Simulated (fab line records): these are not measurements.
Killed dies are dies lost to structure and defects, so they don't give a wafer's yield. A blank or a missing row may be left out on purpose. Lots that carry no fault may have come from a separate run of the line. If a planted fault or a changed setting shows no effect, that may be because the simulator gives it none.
Which of the tools did it? | flow sky130 | 24 lots with 72 wafers sampled at 4 steps, on a route of 708 steps

## WHAT THE GAUGES SHOWED, per wafer
SKY_LDD_HVN_OVL_MEAS_07. Usual: LDD_HVN_OVL 1.3 nm, standard deviation 1.5.
lot  | measured     | on         | LDD_HVN_OVL (nm) | flag
L074 | day 20 14:02 | overlay-01 | 0.2 -0.4 1.1     |
L075 | day 21 09:58 | overlay-02 | 1.9 1.6 0.9      |
L076 | day 21 22:55 | overlay-01 | 0.8 1.7 3.3      |
L077 | day 22 03:40 | overlay-02 | 1.4 1.0 3.4      |
L078 | day 22 05:04 | overlay-02 | -0.1 -0.1 -2.2   |
L079 | day 23 00:58 | overlay-02 | 1.1 2.8 2.0      |
L080 | day 23 22:40 | overlay-01 | 0.3 0.6 -0.1     |
L082 | day 24 02:25 | overlay-01 | 2.1 2.2 3.0      |
L081 | day 24 03:10 | overlay-02 | 0.5 0.2 -1.0     |
L083 | day 24 08:52 | overlay-02 | 1.8 1.9 1.8      |
L084 | day 24 14:22 | overlay-01 | -0.8 -0.8 -2.1   |
L086 | day 24 18:25 | overlay-01 | 2.5 3.5 1.6      |
L087 | day 25 01:10 | overlay-01 | 0.8 0.4 0.7      |
L085 | day 25 02:53 | overlay-02 | 0.0 0.0 1.3      |
L088 | day 25 16:04 | overlay-01 | 3.4 4.4 3.4      |
L089 | day 25 23:35 | overlay-02 | 1.5 0.3 2.3      |
L090 | day 26 02:22 | overlay-02 | 1.6 3.2 1.5      |
L091 | day 26 19:25 | overlay-01 | 1.0 0.4 1.0      |
L092 | day 27 02:05 | overlay-02 | 1.2 0.2 3.4      |
L094 | day 27 05:58 | overlay-01 | 4.0 4.1 4.3      |
L093 | day 27 10:04 | overlay-01 | 2.5 3.3 2.0      |
L095 | day 28 00:55 | overlay-02 | 0.3 -0.2 1.8     |
L096 | day 28 01:31 | overlay-01 | -0.3 1.2 1.9     |
L097 | day 28 08:49 | overlay-02 | -2.3 1.3 0.4     |

SKY_VIA1_CD_MEAS_12: target cd 150 nm. Usual: cd nm reads 150.6 nm (standard deviation 1.5).
lot  | measured     | on        | cd nm (nm)        | flag
L074 | day 34 06:22 | cd sem-02 | 152.1 152.2 152.6 |
L075 | day 34 19:53 | cd sem-02 | 151.6 151.6 151.7 |
L076 | day 35 09:40 | cd sem-02 | 148.3 148.1 147.6 |
L077 | day 35 13:05 | cd sem-01 | 152.6 152.7 151.9 |
L078 | day 35 15:33 | cd sem-01 | 149.5 150.8 151.0 |
L079 | day 36 07:23 | cd sem-02 | 150.1 151.8 152.9 |
L080 | day 37 01:23 | cd sem-01 | 149.8 151.1 149.5 |
L082 | day 37 02:17 | cd sem-02 | 148.8 150.4 149.5 |
L081 | day 37 06:54 | cd sem-02 | 150.1 150.0 150.0 |
L083 | day 37 12:30 | cd sem-02 | 148.9 148.8 150.8 |
L084 | day 37 22:36 | cd sem-01 | 150.2 149.4 150.2 |
L086 | day 38 00:44 | cd sem-01 | 149.3 151.1 149.2 |
L087 | day 38 02:29 | cd sem-02 | 148.0 149.1 147.2 |
L085 | day 38 03:29 | cd sem-01 | 152.4 152.2 153.5 |
L088 | day 38 12:44 | cd sem-02 | 152.8 153.0 154.8 |
L089 | day 38 22:03 | cd sem-01 | 150.9 150.9 151.1 |
L090 | day 38 22:42 | cd sem-02 | 149.8 152.7 150.2 |
L091 | day 39 14:06 | cd sem-01 | 149.3 152.8 150.6 |
L092 | day 39 21:55 | cd sem-01 | 150.9 150.5 151.0 |
L094 | day 40 00:43 | cd sem-01 | 150.1 150.0 149.9 |
L093 | day 40 02:22 | cd sem-02 | 149.7 149.6 148.9 |
L095 | day 40 13:05 | cd sem-02 | 148.4 150.2 150.3 |
L096 | day 41 00:43 | cd sem-01 | 151.8 150.7 150.0 |
L097 | day 40 22:32 | cd sem-02 | 150.9 151.3 152.3 |

SKY_METAL2_RS_MEAS_05: a four-point-probe measurement. Usual: METAL2_ALCU_RS 0.1278 ohm/sq, standard deviation 0.0014.
lot  | measured     | on            | METAL2_ALCU_RS (ohm/sq) | flag
L074 | day 34 08:01 | film metro-03 | 0.1301 0.1304 0.1303    |
L075 | day 34 21:31 | film metro-02 | 0.1283 0.1291 0.1297    |
L076 | day 35 11:16 | film metro-04 | 0.1268 0.1284 0.1270    |
L077 | day 35 14:42 | film metro-02 | 0.1259 0.1277 0.1242    |
L078 | day 35 17:15 | film metro-03 | 0.1276 0.1282 0.1290    |
L079 | day 36 08:59 | film metro-03 | 0.1269 0.1272 0.1266    |
L080 | day 37 02:59 | film metro-03 | 0.1259 0.1254 0.1267    |
L082 | day 37 03:53 | film metro-02 | 0.1277 0.1272 0.1276    |
L081 | day 37 08:31 | film metro-02 | 0.1271 0.1274 0.1290    |
L083 | day 37 14:07 | film metro-03 | 0.1270 0.1266 0.1279    |
L084 | day 38 00:13 | film metro-02 | 0.1275 0.1266 0.1263    |
L086 | day 38 02:20 | film metro-02 | 0.1274 0.1297 0.1285    |
L087 | day 38 04:07 | film metro-02 | 0.1278 0.1268 0.1266    |
L085 | day 38 05:07 | film metro-02 | 0.1292 0.1282 0.1274    |
L088 | day 38 14:22 | film metro-04 | 0.1262 0.1273 0.1268    |
L089 | day 38 23:40 | film metro-02 | 0.1285 0.1272 0.1292    |
L090 | day 39 00:19 | film metro-04 | 0.1266 0.1262 0.1263    |
L091 | day 39 15:43 | film metro-02 | 0.1291 0.1266 0.1268    |
L092 | day 39 23:34 | film metro-03 | 0.1280 0.1276 0.1302    |
L094 | day 40 02:19 | film metro-02 | 0.1269 0.1283 0.1279    |
L093 | day 40 03:58 | film metro-03 | 0.1300 0.1302 0.1297    |
L095 | day 40 14:41 | film metro-03 | 0.1280 0.1276 0.1307    |
L096 | day 41 02:22 | film metro-03 | 0.1299 0.1280 0.1265    |
L097 | day 41 00:08 | film metro-02 | 0.1291 0.1306 0.1270    |

## TOOL THAT RAN EACH LOT (tool first, then ch and the chambers of the sampled wafers, then the start)
lot  | SKY_CONTACT_CVD_00
L074 | pecvd-03 ch 0,1,2, day 30 17:03
L075 | pecvd-03 ch 1,2, day 31 06:55
L076 | pecvd-03 ch 0,1, day 31 20:37
L077 | pecvd-01 ch 0,1,2, day 32 00:29
L078 | pecvd-03 ch 0,1, day 32 01:28
L079 | pecvd-04 ch 0,2, day 32 19:51
L080 | pecvd-03 ch 1,2, day 33 15:04
L082 | pecvd-04 ch 1,2, day 33 16:11
L081 | pecvd-03 ch 0,1,2, day 33 20:04
L083 | pecvd-01 ch 0,1,2, day 34 01:07
L084 | pecvd-04 ch 1,2, day 34 12:46
L086 | pecvd-03 ch 0,1,2, day 34 14:49
L087 | pecvd-01 ch 0,1, day 34 16:37
L085 | pecvd-04 ch 0,1,2, day 34 16:41
L088 | pecvd-01 ch 0,2, day 35 03:59
L089 | pecvd-04 ch 1,2, day 35 12:12
L090 | pecvd-01 ch 0,2, day 35 13:56
L091 | pecvd-04 ch 0,2, day 36 06:04
L092 | pecvd-01 ch 0,1,2, day 36 14:02
L094 | pecvd-03 ch 1,2, day 36 16:59
L093 | pecvd-01 ch 0,2, day 36 19:08
L095 | pecvd-04 ch 0,1, day 37 06:51
L096 | pecvd-03 ch 0,1, day 37 08:29
L097 | pecvd-01 ch 0,2, day 37 16:12
- SKY_CONTACT_CVD_00: deposits Si3N4, target thk 75 nm.

## AS READ BY THE TOOLS THEMSELVES (means over the sampled wafers that have a number; for cases with no such wafer, the mark the record gives instead)
SKY_CONTACT_CVD_00. Usual: heater power w reads 633 W (standard deviation 90).
lot  | tool     | heater power w (W) | flag
L074 | pecvd-03 | 552                |
L075 | pecvd-03 | 600                |
L076 | pecvd-03 | 584                |
L077 | pecvd-01 | 617                |
L078 | pecvd-03 | 626                |
L079 | pecvd-04 | 686                |
L080 | pecvd-03 | 551                |
L082 | pecvd-04 | 751                |
L081 | pecvd-03 | 601                |
L083 | pecvd-01 | 690                |
L084 | pecvd-04 | 684                |
L086 | pecvd-03 | 603                |
L087 | pecvd-01 | 716                |
L085 | pecvd-04 | 732                |
L088 | pecvd-01 | 687                |
L089 | pecvd-04 | 822                |
L090 | pecvd-01 | 650                |
L091 | pecvd-04 | 758                |
L092 | pecvd-01 | 648                |
L094 | pecvd-03 | 569                |
L093 | pecvd-01 | 547                |
L095 | pecvd-04 | 612                |
L096 | pecvd-03 | 550                |
L097 | pecvd-01 | 685                |

## THE ANSWER, worked out from the rows above alone
Rule: take the mean of a lot's wafers that have a number; if it is more than 3 standard deviations from the usual mean, the lot is off. A lot without any number at a reading at which 4 lots or more have one is off too. Where the step has rows for the other lots, those lots are counted as sound. After the gauges, taken in route order, come the tools' own readings; for these a lot's mean is taken, as printed above. At the first step where some lot is off, the reading lying furthest off is the one used; lots without a number count as furthest.
No lot is off at any reading shown: from this, nothing can be told.

## WHAT THE SIMULATOR HAD INSERTED
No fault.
